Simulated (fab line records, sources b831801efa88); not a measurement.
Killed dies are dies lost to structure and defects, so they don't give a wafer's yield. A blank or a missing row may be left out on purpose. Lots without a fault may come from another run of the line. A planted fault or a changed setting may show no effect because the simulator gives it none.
A struck lot beside a sound one | flow sky130 | 30 steps out of a route of 708
Sound: wafers L521.1, L521.3, L521.4. Struck: wafers L532.3, L532.4, L532.6. The cause comes at the end.
At each step with rows: each side's tool, then ch and its chambers, then its first start. Under that, the readings that differ: sound wafers | struck wafers | difference of the means | sigmas: that difference in standard deviations of wafers without a fault.
alike: readings whose means differ by less than 2 such deviations, and words and numbers that are the same on both sides. not compared: withheld readings, readings that some wafer has no value for, bounds like >300 that may hide the same value, and numbers for which the record gives no deviation and whose values overlap.
The two part at a step that has a row with sigmas, a row that says differs or no value, or rows on one side only. Numbers that don't overlap but have no deviation are shown without sigmas and don't part them. A reading that every wafer of one side lacks parts them only if that side has two wafers or more.

SKY_PWDE_STRIP_09: strips in O2/N2.
  sound on plasma_asher-04 ch 0,1, day 4 20:50; struck on plasma_asher-04 ch 0,1, day 7 09:45
  alike: drypump_motor_current_A, oes_product_au, strip_time_to_endpoint_s
  not compared: rf_hours_counter_h
SKY_PWDE_TW_MEAS_10:
  sound on film_metro-03, day 4 20:56; struck on film_metro-04, day 7 09:50
  alike: PWDE_TW
then, 7 steps without rows for these wafers: SKY_NWELL_DEHYDRATE_03 (time 60 s); SKY_NWELL_HMDS_04 (prime time 60 s); SKY_NWELL_COAT_05 (resist thk 3059 nm); SKY_NWELL_SOFTBAKE_06; SKY_NWELL_EXPOSE_07 (exposes mask NWM, target cd 840 nm); SKY_NWELL_PEB_08; SKY_NWELL_DEVELOP_09 (develop time 60 s).
SKY_NWELL_OVL_MEAS_10:
  sound on overlay-01, day 5 14:20; struck on overlay-02, day 8 06:29
  alike: NWELL_00_OVL
then, 2 steps without rows for these wafers: SKY_NWELL_IMPLANT_11; SKY_NWELL_IMPLANT_12.
SKY_NWELL_IMPLANT_13:
  sound on implanter-01 ch 0, day 5 14:40; struck on implanter-03 ch 0, day 8 06:51
  reading            | sound                     | struck                       | difference | sigmas
  dose_ions_cm2      | 6.998e+11 7e+11 7.001e+11 | 5.179e+11 5.17e+11 5.168e+11 | -1.827e+11 | -99 or more
  faraday_current_uA | 3.87 4.03 3.89            | 2.81 2.94 2.86               | -1.06      | -13
SKY_NWELL_STRIP_14: strips in O2/N2.
  sound on plasma_asher-04 ch 0,1, day 5 14:49; struck on plasma_asher-04 ch 0,1, day 8 06:59
  alike: drypump_motor_current_A, oes_product_au, strip_time_to_endpoint_s
  not compared: rf_hours_counter_h
SKY_NWELL_TW_MEAS_15:
  sound on film_metro-02, day 5 14:55; struck on film_metro-02, day 8 07:04
  alike: NWELL_TW
then, 7 steps without rows for these wafers: SKY_NWELL_DEHYDRATE_16 (time 60 s); SKY_NWELL_HMDS_17 (prime time 60 s); SKY_NWELL_COAT_18 (resist thk 3000 nm); SKY_NWELL_SOFTBAKE_19; SKY_NWELL_EXPOSE_20 (exposes mask NWM COMPLEMENT, target cd 840 nm); SKY_NWELL_PEB_21; SKY_NWELL_DEVELOP_22 (develop time 60 s).
SKY_NWELL_OVL_MEAS_23:
  sound on overlay-01, day 6 09:28; struck on overlay-01, day 9 04:19
  alike: NWELL_01_OVL
then, 1 step without rows for these wafers: SKY_NWELL_IMPLANT_24.
SKY_NWELL_STRIP_25: strips in O2/N2.
  sound on plasma_asher-04 ch 0,1, day 6 09:39; struck on plasma_asher-04 ch 0,1, day 9 04:31
  alike: drypump_motor_current_A, oes_product_au, strip_time_to_endpoint_s
  not compared: rf_hours_counter_h
SKY_NWELL_TW_MEAS_26:
  sound on film_metro-04, day 6 09:45; struck on film_metro-03, day 9 04:36
  reading    | sound       | struck      | difference | sigmas
  NWELL_2_TW | 496 496 496 | 488 485 489 | -9         | -2
then, 1 step without rows for these wafers: SKY_NWELL_CLEAN_27 (cleans in SC1/SC2, time 150 s).
SKY_NWELL_RTA_28: time 30 s.
  sound on rtp_anneal-02 ch 0, day 6 09:52; struck on rtp_anneal-01 ch 0, day 9 04:44
  alike: anneal_temp_c_max, lamp_power_pct, wafer_temp_C_max
SKY_NWELL_RS_MEAS_29: measures by four-point-probe.
  sound on film_metro-02, day 6 09:58; struck on film_metro-04, day 9 04:50
  reading           | sound             | struck            | difference | sigmas
  NWELL_RS (ohm/sq) | 616.2 616.4 615.9 | 625.8 625.8 625.2 | +9.4       | +6
-- the record jumps here: 41 days lie between the struck wafers' starts before and after (it left off in module NWELL and takes up again in module PAD_OPEN, whose first step shown is number 708 of the route) --
SKY_PAD_OPEN_PROBE_99:
  sound on prober-02, day 47 14:44; struck on prober-02, day 49 23:15
  reading                                   | sound                   | struck                  | difference | sigmas
  model.etest.pfet_01v8_lvt.drive_ua_um     | 163.6 169.2 166.1       | 178.1 177.1 179.5       | +11.9      |
  model.etest.pfet_g5v0d10v5.off_log10_a_um | -12.62 -12.64 -12.72    | -11.83 -11.93 -11.6     | +0.87      |
  model.etest.pfet_01v8_lvt.off_log10_a_um  | -9.159 -8.868 -8.995    | -8.174 -8.317 -8.025    | +0.835     |
  model.etest.pfet_g5v0d10v5.vt_sat_v (V)   | -0.6395 -0.6457 -0.654  | -0.5569 -0.5705 -0.549  | +0.0876    |
  model.etest.pfet_16v.vt_v (V)             | -1.115 -1.101 -1.106    | -1.012 -1.019 -1.014    | +0.092     |
  model.etest.pfet_g5v0d10v5.vt_v (V)       | -0.8389 -0.8508 -0.8554 | -0.7605 -0.7725 -0.7486 | +0.0878    |
  model.etest.pfet_g5v0d10v5.vt_long_v (V)  | -0.9453 -0.9326 -0.9447 | -0.8553 -0.8553 -0.8535 | +0.0862    |
  model.etest.pfet_01v8_lvt.vt_sat_v (V)    | -0.454 -0.4456 -0.4451  | -0.3777 -0.3868 -0.3743 | +0.0686    |
  alike: killed_at_M0_to_M3, killed_at_M4_up, killed_at_contacts, killed_at_front_end, killed_at_other, killed_dies, killed_open, killed_short

WHERE THEY PART
First at SKY_NWELL_IMPLANT_13; last, within this record, at SKY_NWELL_RS_MEAS_29. Later steps at which nothing parts them and some readings are alike: SKY_PAD_OPEN_PROBE_99.

WHY: what the simulator had put in
Process parameter drift: implanter-03, from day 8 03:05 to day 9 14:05, at SKY_NWELL_IMPLANT_13. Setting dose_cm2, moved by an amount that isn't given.
